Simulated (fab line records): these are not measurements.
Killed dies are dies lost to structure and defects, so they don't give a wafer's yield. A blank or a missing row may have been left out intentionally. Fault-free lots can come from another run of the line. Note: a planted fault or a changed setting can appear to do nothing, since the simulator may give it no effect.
Problem report, 8D (eight disciplines) form, completed by code ; flow sky130 ; the parts of the form that need people (team, actions taken, sign-off) are left out

1. WHAT WENT WRONG
Wafers without a fault read 0.856 a.u., standard deviation 0.0046; oes_product_au at SKY_LOCAL_INTERCONNECT_ETCH_13 reads a mean of 0.765 a.u. on 4 wafers belonging to 3 lots. That puts it -20 standard deviations away from the usual mean.
The step: etches BARC in N2/H2, stops on SiO2, time 45.9 s, target depth 60 nm.
The first sign was on wafer L253.1 at day 36 10:10, on rie_metal-04. The record holds 39 wafers of 13 lots with a number at this step. By rule, "out" or "out of limits" means more than 4 standard deviations away from the usual mean. Any other wafer with a number is counted as sound.

2. WHAT IT IS, AND WHAT IT ISN'T
question;is;is not
which readings at this step;oes_product_au;drypump_motor_current_A, throttle_valve_pct
which lots;L253, L254, L256;L238, L239, L240, L241, L245, L246, L247, L249, L250, L260
which wafers of those lots;L253.1, L254.1, L254.6, L256.6;L253.2, L253.3, L254.5, L256.2, L256.3
read on which tools;rie_metal-04;rie_metal-01, rie_metal-02
when;from day 36 10:10;"up to then (29 sound wafers); but 6 sound wafers of L254, L256, L260 came after"

3. SUSPECTS, AND WHAT RULES EACH OUT
Counting: a tool at a process step up to the reading stays a suspect if it ran every lot that is out. Sound lots after the first of them don't rule it out here, since some wafers of a struck lot are sound.
- rie_metal-04 at SKY_LOCAL_INTERCONNECT_ETCH_13 (etches BARC in N2/H2, stops on SiO2, time 45.9 s, target depth 60 nm): kept. Every lot that is out went through it, the first being L253 (day 36 10:10); the last sound lot it ran before that was L249 (day 35 05:26). On those wafers its own readings are out: oes_product_au.
Left after counting: rie_metal-04 at SKY_LOCAL_INTERCONNECT_ETCH_13.

4. THE CAUSE (what the simulator had put in)
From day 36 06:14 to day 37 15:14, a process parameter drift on rie_metal-04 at SKY_LOCAL_INTERCONNECT_ETCH_13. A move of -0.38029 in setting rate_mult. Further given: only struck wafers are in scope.
This tool alone remained once counting was done.

5. THE CHAIN OF EFFECTS, in route order
One row per reading whose mean, taken over the struck wafers that have a number, lies over 3 standard deviations from the usual. Scope: only readings with a usual standard deviation given in the record; hours: median across lots of the time from each lot's start at the first step in this table that gives one to its start at this step; sigmas: change in usual standard deviations.
hours;step;reading;usual;on struck wafers;change;sigmas
0;SKY_LOCAL_INTERCONNECT_ETCH_13;oes_product_au;0.856 a.u.;0.765;-0.091;-20
0;SKY_LOCAL_INTERCONNECT_METAL_ETCH_14;oes_product_au;0.943 a.u.;0.431;-0.512;-80
0;SKY_LOCAL_INTERCONNECT_METAL_ETCH_14;throttle_valve_pct;21.900 %;22.236;+0.336;+36
0;SKY_LOCAL_INTERCONNECT_STRIP_15;strip_time_to_endpoint_s;4.719 s;4.883;+0.164;+9.7
337;SKY_PAD_OPEN_PROBE_99;killed_at_contacts;25;400;+376;+74
337;SKY_PAD_OPEN_PROBE_99;killed_dies;87;464;+377;+42
337;SKY_PAD_OPEN_PROBE_99;killed_on_rim;16;93;+77;+21
Here are the process steps it includes:
- SKY_LOCAL_INTERCONNECT_ETCH_13: etches BARC in N2/H2, stops on SiO2, time 45.9 s, target depth 60 nm.
- SKY_LOCAL_INTERCONNECT_METAL_ETCH_14: etches TiN in Cl2/BCl3, stops on PSG, target depth 110 nm, time 31.4 s.
- SKY_LOCAL_INTERCONNECT_STRIP_15: strips in O2/N2.
- SKY_PAD_OPEN_PROBE_99

6. WHAT WOULD HAVE CAUGHT IT SOONER
4 hours passed between the start of the fault at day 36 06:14 and the first reading out of limits in this record, taken at day 36 10:10.
